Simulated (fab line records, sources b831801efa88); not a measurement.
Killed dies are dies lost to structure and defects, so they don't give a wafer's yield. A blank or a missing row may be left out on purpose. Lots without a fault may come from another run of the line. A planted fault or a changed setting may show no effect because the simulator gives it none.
fab line records | flow sky130
record lots=5 wafers=15 last_day=50
route steps=708 shown PASSIVATION@691 PAD_OPEN@694
lots that met no fault: from a run of the same line without faults
start_h: hours from the record's first day to the start of the lot's first wafer shown | wait_h: hours since the lot's step before | " the same as in the row above | L1.1+2: a row that stands for several wafers | - no value, or no start given | * or withheld: withheld | < > ~ a bound
route shown NAME@n: a module of which the file shows steps, and the number in the route of the first | usual: mean/standard deviation of fault-free wafers | same: alike in all rows | chamber/n: place in a boat | sites: the reading at each site | _std_site: their standard deviation | _edge_site: outer sites' mean less inner sites' | radius_mm: how far each site lies from the wafer's centre | mask NAME#n: copy n | behind: the tool/chamber that last shaped the wafer | hold: why the lot was held/for how many hours/how that ended | device: the transistor (n, p or np) that didn't switch | end of line: the same wafers' tests at the end of the route | a step without rows: its recipe alone | killed: dies lost to structure and defects at the first sort, not the wafer's yield | map: a wafer's dies, x killed, . not, _ none there
set.NAME: the setting as run; set.NAME@STEP: as run at that earlier step | model.NAME: the simulator's own value behind a step, which no gauge read
lots at some steps of the route; a table a step, a row a wafer
services: from which hour (start_h, from the record's first day; less than 0 if before it) a tool's chamber was out of use, for how many hours, and why
## steps
# step SKY_PASSIVATION_DEVELOP_10
# recipe develop_time_s=60 dev_temp_c=23
# step SKY_PASSIVATION_ETCH_11
# recipe chemistry=CF4/O2 target_depth_nm=725 stop_on=AlCu source_w=800 bias_w=150 pressure_mtorr=150 cf4_flow_sccm=80 O2_flow_sccm=10 time_s=161.1
# usual drypump_motor_current_A=5.5/0.35 oes_product_au=0.979/0.0085 throttle_valve_pct=5.965/0.011
# columns lot.wafer tool chamber start_h wait_h drypump_motor_current_A oes_product_au rf_hours_counter_h throttle_valve_pct
L719.1 rie_diel-04 1 1040.05 - 5.4 0.971 13 5.954
L719.3 " 0 " " 5.9 0.973 22 5.980
L719.6 " 3 " " 5.3 0.987 - 5.958
L720.2 rie_diel-04 0 1058.15 - 5.9 0.976 23 5.948
L720.3 " 2 " " 5.2 0.979 12 5.979
L720.6 " 3 " " 5.3 0.979 - 5.970
L727.2 rie_diel-02 1 1105.92 - 5.3 0.985 12 5.982
L727.3 " 2 " " 6.2 0.979 15 5.977
L727.6 " 3 " " 5.7 0.981 - 5.982
L731.1 rie_diel-01 3 1128.10 - 6.2 0.962 6 5.973
L731.2 " 1 " " 5.0 0.976 12 5.970
L731.3 " 0 " " 5.5 0.973 15 5.959
L738.2 rie_diel-04 1 1176.82 - 5.3 0.965 17 5.951
L738.3 " 3 " " 5.3 0.976 1 5.960
L738.6 " 0 " " 5.9 0.982 - 5.971
# step SKY_PASSIVATION_STRIP_12
# recipe chemistry=O2/N2 power_w=1400 pressure_mtorr=1500 platen_temp_c=withheld overash_fraction=0.7 o2_flow_sccm=3000 n2_flow_sccm=300
# usual drypump_motor_current_A=5.6/0.39 oes_product_au=0.661/0.0045 strip_time_to_endpoint_s=31.50/0.16
# columns lot.wafer tool chamber start_h wait_h drypump_motor_current_A oes_product_au rf_hours_counter_h strip_time_to_endpoint_s
L719.1 plasma_asher-01 1 1040.16 0.1 5.0 0.663 60 31.66
L719.3 " 0 " " 5.7 0.662 - 31.47
L719.6 " 1 " " 5.0 0.661 - 31.30
L720.2 plasma_asher-03 0 1058.26 0.1 6.1 0.664 88 31.50
L720.3 " 1 " " 5.1 0.660 - 31.27
L720.6 " 0 " " 6.1 0.654 - 31.30
L727.2 plasma_asher-01 1 1106.03 0.1 5.0 0.660 67 31.40
L727.3 " 1 " " 5.0 0.659 - 31.58
L727.6 " 0 " " 5.7 0.660 - 31.61
L731.1 plasma_asher-03 0 1128.21 0.1 6.1 0.654 94 31.63
L731.2 " 1 " " 5.1 0.657 94 31.90
L731.3 " 0 " " 6.1 0.656 - 31.69
L738.2 plasma_asher-02 1 1176.93 0.1 5.8 0.663 45 31.72
L738.3 " 1 " " 5.8 0.653 - 31.45
L738.6 " 0 " " 5.7 0.670 - 31.51
# step SKY_PAD_OPEN_DEHYDRATE_00
# recipe temp_c=200 time_s=60
# step SKY_PAD_OPEN_HMDS_01
# recipe prime_time_s=60 prime_temp_c=120
# step SKY_PAD_OPEN_COAT_02
# recipe spin_rpm=2000 resist_thk_nm=3000
# step SKY_PAD_OPEN_SOFTBAKE_03
# recipe temp_c=110 time_s=withheld
# step SKY_PAD_OPEN_EXPOSE_04
# recipe mask_id=PDM target_cd_nm=60000 na=0.57 dose_mj=260
# step SKY_PAD_OPEN_PEB_05
# recipe temp_c=115 time_s=withheld
# step SKY_PAD_OPEN_DEVELOP_06
# recipe develop_time_s=60 dev_temp_c=23
# step SKY_PAD_OPEN_ETCH_07
# recipe chemistry=CF4/O2 target_depth_nm=725 stop_on=AlCu source_w=800 bias_w=150 pressure_mtorr=150 cf4_flow_sccm=80 O2_flow_sccm=10 time_s=161.1
# usual drypump_motor_current_A=5.6/0.52 oes_product_au=0.978/0.008 throttle_valve_pct=5.965/0.0094
# columns lot.wafer tool chamber start_h wait_h drypump_motor_current_A oes_product_au rf_hours_counter_h throttle_valve_pct
L719.1 rie_diel-03 3 1061.36 - 5.5 0.983 22 5.968
L719.3 " 0 " " 6.6 0.989 29 5.945
L719.6 " 1 " " 5.5 0.974 - 5.966
L720.2 rie_diel-03 2 1078.82 - 5.1 0.966 15 5.968
L720.3 " 3 " " 5.5 0.976 23 5.959
L720.6 " 1 " " 5.5 0.979 - 5.956
L727.2 rie_diel-03 1 1124.61 - 5.5 0.992 18 5.975
L727.3 " 2 " " 5.1 0.970 18 5.960
L727.6 " 3 " " 5.5 0.992 - 5.973
L731.1 rie_diel-03 1 1146.67 - 5.5 0.969 19 5.965
L731.2 " 0 " " 6.6 0.982 2 5.959
L731.3 " 2 " " 5.1 0.968 19 5.964
L738.2 rie_diel-01 2 1192.81 - 5.4 0.960 22 5.959
L738.3 " 0 " " 5.5 0.980 18 5.960
L738.6 " 2 " " 5.4 0.983 - 5.949
# step SKY_PAD_OPEN_STRIP_08
# recipe chemistry=O2/N2 power_w=1400 pressure_mtorr=1500 platen_temp_c=withheld overash_fraction=0.7 o2_flow_sccm=3000 n2_flow_sccm=300
# usual drypump_motor_current_A=5.7/0.46 oes_product_au=0.662/0.0043
# columns lot.wafer tool chamber start_h wait_h drypump_motor_current_A oes_product_au rf_hours_counter_h
L719.1 plasma_asher-01 1 1061.47 0.1 5.0 0.668 63
L719.3 " 1 " " 5.0 0.668 -
L719.6 " 1 " " 5.0 0.670 -
L720.2 plasma_asher-01 1 1078.93 0.1 4.9 0.664 65
L720.3 " 1 " " 5.0 0.669 -
L720.6 " 0 " " 5.7 0.661 -
L727.2 plasma_asher-04 0 1124.72 0.1 6.6 0.669 6
L727.3 " 0 " " 6.6 0.662 -
L727.6 " 1 " " 5.4 0.663 -
L731.1 plasma_asher-04 1 1146.77 0.1 5.4 0.666 8
L731.2 " 0 " " 6.6 0.658 8
L731.3 " 1 " " 5.4 0.661 -
L738.2 plasma_asher-01 0 1192.92 0.1 5.7 0.658 76
L738.3 " 0 " " 5.7 0.663 -
L738.6 " 1 " " 5.0 0.660 -
# step SKY_PAD_OPEN_STRIP_09
# recipe chemistry=post_etch_residue_remover time_s=1200 temp_c=72.5
# usual run_length_s=1228/3.3
# columns lot.wafer tool chamber start_h wait_h run_length_s
L719.1 wet_bench-03 1 1061.59 0.1 1235
L719.3 " 1 " " 1235
L719.6 " 1 " " 1235
L720.2 wet_bench-02 3 1079.10 0.1 1226
L720.3 " 3 " " 1226
L720.6 " 3 " " 1226
L727.2 wet_bench-03 1 1124.82 0.1 1375
L727.3 " 1 " " 1375
L727.6 " 1 " " 1375
L731.1 wet_bench-02 0 1146.87 0.1 1235
L731.2 " 0 " " 1235
L731.3 " 0 " " 1235
L738.2 wet_bench-02 0 1193.02 0.1 1227
L738.3 " 0 " " 1227
L738.6 " 0 " " 1227
# step SKY_PAD_OPEN_CLEAN_10
# recipe chemistry=IPA time_s=180 temp_c=25
# step SKY_PAD_OPEN_PROBE_99
# usual defect_limited_yield=82.5/1.9 killed_at_M0_to_M3=43/6.6 killed_at_M4_up=3.0/1.8 killed_at_contacts=24/5.1 killed_at_front_end=16/4.5 killed_dies=86/9.3 killed_open=47/6.9 killed_short=39/6.6 sort_bin_3_pad_short=0.9/0.41 sort_bin_5_function=10.4/1.4 sort_bin_6_memory=6.2/1.1 sort_n_pass=406/9.3 sort_yield_pct=82.5/1.9
# same gross_dies=492 killed_at_back_side=0 killed_at_other=0 sort_bin_4_leakage[%]=0 sort_bin_8_speed[%]=0
# columns lot.wafer tool chamber start_h wait_h defect_limited_yield[%] killed_at_M0_to_M3 killed_at_M4_up killed_at_contacts killed_at_front_end killed_dies killed_open killed_short sort_bin_3_pad_short[%] sort_bin_5_function[%] sort_bin_6_memory[%] sort_n_pass sort_yield_pct[%]
L719.1 prober-02 - 1064.98 0.1 84.6 38 1 28 9 76 39 35 0.2 10.4 4.9 416 84.6
L719.3 prober-02 - 1065.08 0.2 83.1 39 3 28 13 83 48 34 0.8 10.2 5.9 409 83.1
L719.6 prober-02 - 1065.23 0.2 86.4 39 6 13 9 67 33 34 0.8 9.8 3.0 425 86.4
L720.2 prober-02 - 1081.28 0.1 85.2 40 3 16 14 73 47 26 0.2 9.1 5.5 419 85.2
L720.3 prober-02 - 1081.33 0.2 86.2 32 2 22 12 68 36 30 0.4 7.7 5.7 424 86.2
L720.6 prober-02 - 1081.48 0.2 80.9 51 5 21 17 94 45 44 1.2 11.2 6.7 398 80.9
L727.2 prober-01 - 1127.01 0.1 83.3 46 4 25 7 82 48 34 1.2 12.2 3.3 410 83.3
L727.3 prober-01 - 1127.06 0.2 82.3 44 1 27 15 87 48 39 0.2 10.6 6.9 405 82.3
L727.6 prober-01 - 1127.21 0.2 82.5 49 2 26 9 86 44 42 0.8 10.2 6.5 406 82.5
L731.1 prober-01 - 1149.39 0.1 81.9 45 3 22 19 89 44 45 0.4 9.3 8.3 403 81.9
L731.2 prober-01 - 1149.44 0.1 83.1 41 0 21 21 83 42 41 0.4 10.0 6.5 409 83.1
L731.3 prober-01 - 1149.49 0.2 82.1 42 4 30 12 88 57 31 1.0 11.0 5.9 404 82.1
L738.2 prober-02 - 1195.18 0.1 82.3 43 1 22 21 87 48 38 1.2 10.0 6.5 405 82.3
L738.3 prober-02 - 1195.23 0.2 83.9 38 3 17 21 79 39 40 1.0 9.1 5.9 413 83.9
L738.6 prober-02 - 1195.38 0.2 80.7 57 3 19 16 95 55 40 0.4 13.2 5.7 397 80.7
# killed by level:class
L719.1 CONTACT:geometric_particle:open=10 VIA3:geometric_particle:open=8 LI_CONTACT:geometric_particle:open=7 VIA1:geometric_particle:open=7 VIA1:geometric_particle:short=6 CONTACT:geometric_particle:short=6 METAL1:geometric_particle:short=4 VIA3:geometric_particle:short=4
L719.3 VIA3:geometric_particle:open=10 VIA1:geometric_particle:open=8 CONTACT:geometric_particle:open=7 VIA2:geometric_particle:open=7 LI_CONTACT:geometric_particle:open=6 LI_CONTACT:geometric_particle:short=6 FIELD_ISO:geometric_particle:open=5 CONTACT:geometric_particle:short=5
L719.6 VIA1:geometric_particle:open=10 VIA3:geometric_particle:open=6 CONTACT:geometric_particle:open=6 VIA2:geometric_particle:short=6 VIA3:geometric_particle:short=5 METAL4:geometric_particle:short=4 FIELD_ISO:geometric_particle:open=3 POLY_CUT:geometric_particle:short=3
L720.2 VIA1:geometric_particle:open=14 VIA3:geometric_particle:open=9 CONTACT:geometric_particle:open=5 FIELD_ISO:geometric_particle:open=4 LI_CONTACT:geometric_particle:open=4 LOCAL_INTERCONNECT:geometric_particle:short=4 FIELD_ISO:geometric_particle:short=3 POLY_GATE:geometric_particle:open=3
L720.3 LI_CONTACT:geometric_particle:open=7 CONTACT:geometric_particle:open=7 FIELD_ISO:geometric_particle:open=5 VIA1:geometric_particle:open=5 VIA2:geometric_particle:open=5 VIA3:geometric_particle:short=5 VIA2:geometric_particle:short=4 CONTACT:geometric_particle:short=4
L720.6 VIA1:geometric_particle:open=10 METAL1:geometric_particle:short=9 FIELD_ISO:geometric_particle:open=7 METAL2:geometric_particle:short=7 VIA3:geometric_particle:open=6 CONTACT:geometric_particle:open=6 LI_CONTACT:geometric_particle:open=5 CONTACT:geometric_particle:short=5
L727.2 VIA1:geometric_particle:open=11 CONTACT:geometric_particle:open=10 METAL1:geometric_particle:short=6 LI_CONTACT:geometric_particle:open=6 VIA1:geometric_particle:short=6 VIA2:geometric_particle:open=6 VIA3:geometric_particle:open=5 CONTACT:geometric_particle:short=3
L727.3 VIA1:geometric_particle:open=13 CONTACT:geometric_particle:open=9 VIA3:geometric_particle:open=6 FIELD_ISO:geometric_particle:open=5 LI_CONTACT:geometric_particle:open=5 LOCAL_INTERCONNECT:geometric_particle:short=5 METAL1:geometric_particle:short=5 METAL2:geometric_particle:short=4
L727.6 VIA1:geometric_particle:open=10 VIA2:geometric_particle:open=9 LOCAL_INTERCONNECT:geometric_particle:short=7 METAL1:geometric_particle:short=7 LI_CONTACT:geometric_particle:open=6 CONTACT:geometric_particle:open=6 VIA3:geometric_particle:short=5 METAL2:geometric_particle:short=5
L731.1 CONTACT:geometric_particle:open=8 VIA3:geometric_particle:open=8 FIELD_ISO:geometric_particle:short=7 VIA2:geometric_particle:short=7 VIA1:geometric_particle:open=6 METAL2:geometric_particle:short=6 LI_CONTACT:geometric_particle:open=5 FIELD_ISO:geometric_particle:open=4
L731.2 VIA2:geometric_particle:open=9 FIELD_ISO:geometric_particle:short=7 VIA1:geometric_particle:open=7 CONTACT:geometric_particle:open=6 VIA3:geometric_particle:open=6 CONTACT:geometric_particle:short=5 METAL2:geometric_particle:short=5 POLY_GATE:geometric_particle:short=4
L731.3 VIA1:geometric_particle:open=13 LI_CONTACT:geometric_particle:open=12 CONTACT:geometric_particle:open=10 VIA2:geometric_particle:open=6 VIA3:geometric_particle:open=6 CONTACT:geometric_particle:short=5 METAL1:geometric_particle:short=4 FIELD_ISO:geometric_particle:open=3
L738.2 CONTACT:geometric_particle:open=12 VIA1:geometric_particle:open=11 VIA2:geometric_particle:open=7 METAL2:geometric_particle:short=6 FIELD_ISO:geometric_particle:short=5 VIA3:geometric_particle:short=5 CONTACT:geometric_particle:short=4 VIA3:geometric_particle:open=4
L738.3 VIA1:geometric_particle:open=8 POLY_GATE:geometric_particle:open=6 LOCAL_INTERCONNECT:geometric_particle:short=6 METAL2:geometric_particle:short=6 FIELD_ISO:geometric_particle:short=5 POLY_GATE:geometric_particle:short=5 CONTACT:geometric_particle:open=5 VIA1:geometric_particle:short=5
L738.6 VIA1:geometric_particle:open=19 CONTACT:geometric_particle:open=10 VIA1:geometric_particle:short=9 FIELD_ISO:geometric_particle:short=6 METAL1:geometric_particle:short=6 VIA3:geometric_particle:open=6 POLY_GATE:geometric_particle:open=5 METAL2:geometric_particle:short=5
## services
# columns tool chamber start_h hours kind
wet_bench-02 - 1016.85 0.6 repair
rie_diel-03 0 1027.18 2.5 repair
rie_diel-04 3 1050.41 6.7 repair
plasma_asher-04 - 1055.34 9.0 pm
rie_diel-03 0 1067.35 - clean
rie_diel-03 0 1067.35 31.2 scheduled_down
rie_diel-03 0 1067.35 31.2 vent_cycle
wet_bench-02 - 1076.34 0.5 repair
rie_diel-02 2 1078.31 14.8 repair
rie_diel-03 3 1084.54 16.0 repair
plasma_asher-03 - 1091.26 2.8 pm
rie_diel-04 1 1093.69 4.2 repair
plasma_asher-01 - 1099.29 0.6 repair
rie_diel-04 0 1103.96 - clean
rie_diel-04 0 1103.96 16.3 scheduled_down
rie_diel-04 0 1103.96 16.3 vent_cycle
rie_diel-04 - 1122.54 1.3 repair
rie_diel-04 3 1128.19 - clean
rie_diel-04 3 1128.19 18.0 scheduled_down
rie_diel-02 2 1152.85 4.0 repair
rie_diel-01 2 1154.49 1.6 repair
rie_diel-02 - 1160.78 7.3 repair
rie_diel-02 1 1170.12 1.5 repair
rie_diel-02 3 1176.18 2.3 repair
## key
first_sign step=SKY_PAD_OPEN_STRIP_09 reading=run_length_s direction=up sigmas=45 usual=* struck=*
effect none on later readings
met_at SKY_PAD_OPEN_STRIP_09
struck_wafers L727.2,L727.3,L727.6
onset_between 1061.59 1124.82
fault kind=process_parameter_drift tool=wet_bench-03 chamber=1 onset_h=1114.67 steps=SKY_PAD_OPEN_STRIP_09 channel=time_s offset=* shape=step end_h=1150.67 acts_in=* stated=*
